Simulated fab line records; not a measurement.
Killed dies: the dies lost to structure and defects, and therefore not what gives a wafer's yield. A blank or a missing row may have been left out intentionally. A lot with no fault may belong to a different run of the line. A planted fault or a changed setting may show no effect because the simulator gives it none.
8D (eight disciplines) problem report, filled in by code ; flow sfqLine ; the parts of the form that need people (team, actions taken, sign-off) are left out

1. THE PROBLEM
oesProductAu at SFQ_TRILAYER_C5_ETCH_VIA_ETCH_154 reads a mean of 0.550 a.u. on 9 wafers of 3 lots; wafers without a fault read 0.893 a.u. with a standard deviation of 0.008. Measured from the usual mean, that is -43 standard deviations.
The step: etches SiO2 in CHF3, stops on Nb, target depth 84 nm.
First seen on wafer L160.2, day 71 22:13, on rieDiel-03. Wafers with a number at this step in the record: 45, from 15 lots. Rule for "out" (also "out of limits"): further than 4 standard deviations from the usual mean. Any other wafer with a number is counted as sound.

2. WHAT IT IS AND WHAT IT IS NOT
question;is;is not
which readings at this step;oesProductAu;drypumpMotorCurrentA, rfFwdPowerW
which lots;L160, L162, L164;L145, L146, L148, L149, L150, L151, L152, L155, L156, L158, L159, L163
which wafers of those lots;all that have a number;-
read on which tools;rieDiel-02, rieDiel-03;rieDiel-04
when;from day 71 22:13;"up to then (33 sound wafers); but 3 sound wafers of L163 came after"

3. WHAT RULES OUT EACH SUSPECT
Counting: a tool at a process step up to the reading stays a suspect if it ran every lot that is out and no sound lot after the first of them.
- pecvd-01 at SFQ_TRILAYER_A5C_DEP_PECVD_142 (deposits SiO2 from SiH4/N2O, time 15.556 s, target thk 70 nm): kept. All lots that are out passed through it, beginning with L160 at day 63 09:56, and no sound lot followed; its final sound lot before that point was L159 at day 63 00:20.
Left after counting: pecvd-01 at SFQ_TRILAYER_A5C_DEP_PECVD_142.

4. THE CAUSE (what the simulator had put in)
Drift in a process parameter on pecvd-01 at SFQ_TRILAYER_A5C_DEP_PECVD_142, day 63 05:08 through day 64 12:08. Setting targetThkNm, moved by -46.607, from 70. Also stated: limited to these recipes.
The count eliminated every tool but this one.

5. SEQUENCE OF EFFECTS, ordered by route
One row per reading whose mean, taken over the struck wafers that have a number, lies over 3 standard deviations from the usual. Only readings whose record carries a usual standard deviation are examined. hours: median over the lots of the time between each lot's start at the first step of this table that gives one and its start at this step. sigmas: the change, counted in usual standard deviations.
hours;step;reading;usual;on struck wafers;change;sigmas
0;SFQ_TRILAYER_C5_ETCH_VIA_ETCH_154;oesProductAu;0.893 a.u.;0.550;-0.343;-43
Here are the process steps it includes:
- SFQ_TRILAYER_C5_ETCH_VIA_ETCH_154: etches SiO2 in CHF3, stops on Nb, target depth 84 nm.

6. HOW IT WOULD HAVE BEEN CAUGHT EARLIER
First out-of-limits reading in this record: day 71 22:13, which is 209 hours after fault onset at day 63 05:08.
Of the tool readings at SFQ_TRILAYER_A5C_DEP_PECVD_142 for which the record gives a usual standard deviation, none was out on any struck wafer, so an alarm limit of 4 standard deviations on them would not have fired.
The start of SFQ_TRILAYER_A5C_DEP_PECVD_142 on pecvd-01 came by day 71 22:13 for every one of the lots that are out (3). Had the tool been put on hold then, not one of them would have been saved.
